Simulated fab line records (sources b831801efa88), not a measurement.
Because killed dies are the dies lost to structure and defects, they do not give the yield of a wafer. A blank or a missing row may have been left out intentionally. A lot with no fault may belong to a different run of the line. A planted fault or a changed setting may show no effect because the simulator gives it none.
Shared-tool check | flow sky130 | 39 wafers sampled across 12 lots

## WHY THIS WAS OPENED
At SKY_LDD_N_TW_MEAS_17 the reading LDD_N_TW is flagged on 1 of 12 lots. Fault-free wafers read 2585, with a standard deviation of 44.
Rule: flag the lot when none of its wafers has a number, or when each of its wafers that has one lies beyond 4 standard deviations from that mean. As for the other lots, they are considered sound.

lot  | measured     | on           | LDD_N_TW, wafer by wafer | flag
L743 | day 18 11:25 | filmMetro-02 | 2554 2566 2573           | 
L744 | day 18 13:44 | filmMetro-01 | 2563 2572 2574           | 
L752 | day 21 14:14 | filmMetro-01 | 2549 2568 2553           | 
L753 | day 21 20:17 | filmMetro-01 | 2539 2557 2556           | 
L755 | day 22 09:17 | filmMetro-02 | 2553 2567 2561           | 
L756 | day 22 22:00 | filmMetro-04 | 31 31 31 31 31 31        | FLAGGED
L759 | day 24 00:05 | filmMetro-04 | 2642 2639 2631           | 
L761 | day 24 08:44 | filmMetro-04 | 2655 2642 2646           | 
L762 | day 24 20:56 | filmMetro-01 | 2559 2558 2567           | 
L763 | day 24 23:16 | filmMetro-02 | 2526 2538 2534           | 
L764 | day 25 14:02 | filmMetro-02 | 2546 2543 2556           | 
L766 | day 26 02:33 | filmMetro-02 | 2554 2549 2554           | 
The numbers of the flagged lots are 31 on average: -2554 against the usual, or -58 standard deviations.

## WHICH TOOL EACH LOT WENT THROUGH
The record holds 1 process step before the reading, out of a route of 708 steps. Each cell gives the tool, then ch followed by the chambers the sampled wafers passed through, then the start.
lot  | flag    | SKY_LDD_N_EXPOSE_04
L743 |         | ilineStepper-02 ch 0, day 17 19:02
L744 |         | ilineStepper-02 ch 0, day 17 21:58
L752 |         | ilineStepper-01 ch 0, day 20 21:15
L753 |         | ilineStepper-01 ch 0, day 21 03:26
L755 |         | ilineStepper-02 ch 0, day 21 17:06
L756 | FLAGGED | ilineStepper-01 ch 0, day 22 05:16
L759 |         | ilineStepper-01 ch 0, day 23 07:58
L761 |         | ilineStepper-01 ch 0, day 23 16:35
L762 |         | ilineStepper-01 ch 0, day 24 05:42
L763 |         | ilineStepper-01 ch 0, day 24 07:28
L764 |         | ilineStepper-01 ch 0, day 24 21:38
L766 |         | ilineStepper-01 ch 0, day 25 11:32
What is done by these steps:
- SKY_LDD_N_EXPOSE_04: exposes mask NTM, target cd 840 nm.
- SKY_LDD_N_TW_MEAS_17

## FLAGGED OVER TOTAL, TOOL BY TOOL (the gauges that took the reading come last)
step                 | tool            | lots run | flagged | share of the flagged lots | sound lots run after its first flagged lot
SKY_LDD_N_EXPOSE_04  | ilineStepper-01 | 9        | 1       | all                       | 6 (L759,L761,L762,L763,L764,L766)
SKY_LDD_N_EXPOSE_04  | ilineStepper-02 | 3        | 0       | none                      | -
SKY_LDD_N_TW_MEAS_17 | filmMetro-01    | 4        | 0       | none                      | -
SKY_LDD_N_TW_MEAS_17 | filmMetro-02    | 5        | 0       | none                      | -
SKY_LDD_N_TW_MEAS_17 | filmMetro-04    | 3        | 1       | all                       | 2 (L759,L761)

## WHAT IS ALLOWED BY THE TABLE
In 2 table rows, all flagged lots were run: ilineStepper-01 (SKY_LDD_N_EXPOSE_04), filmMetro-04 (SKY_LDD_N_TW_MEAS_17).
- ilineStepper-01 at SKY_LDD_N_EXPOSE_04: 1 of its 9 lots flagged. Lots that were sound ran on it after the first flagged one (L759, L761, L762, L763, L764, L766); a persistent fault on the entire tool would not allow that.
- filmMetro-04 at SKY_LDD_N_TW_MEAS_17: 1 of its 3 lots flagged. Lots that were sound ran on it after the first flagged one (L759, L761); a persistent fault on the entire tool would not allow that.
There is no row in the table that ran each flagged lot and no sound lot after the first.

## WHAT THE SIMULATOR PUT IN
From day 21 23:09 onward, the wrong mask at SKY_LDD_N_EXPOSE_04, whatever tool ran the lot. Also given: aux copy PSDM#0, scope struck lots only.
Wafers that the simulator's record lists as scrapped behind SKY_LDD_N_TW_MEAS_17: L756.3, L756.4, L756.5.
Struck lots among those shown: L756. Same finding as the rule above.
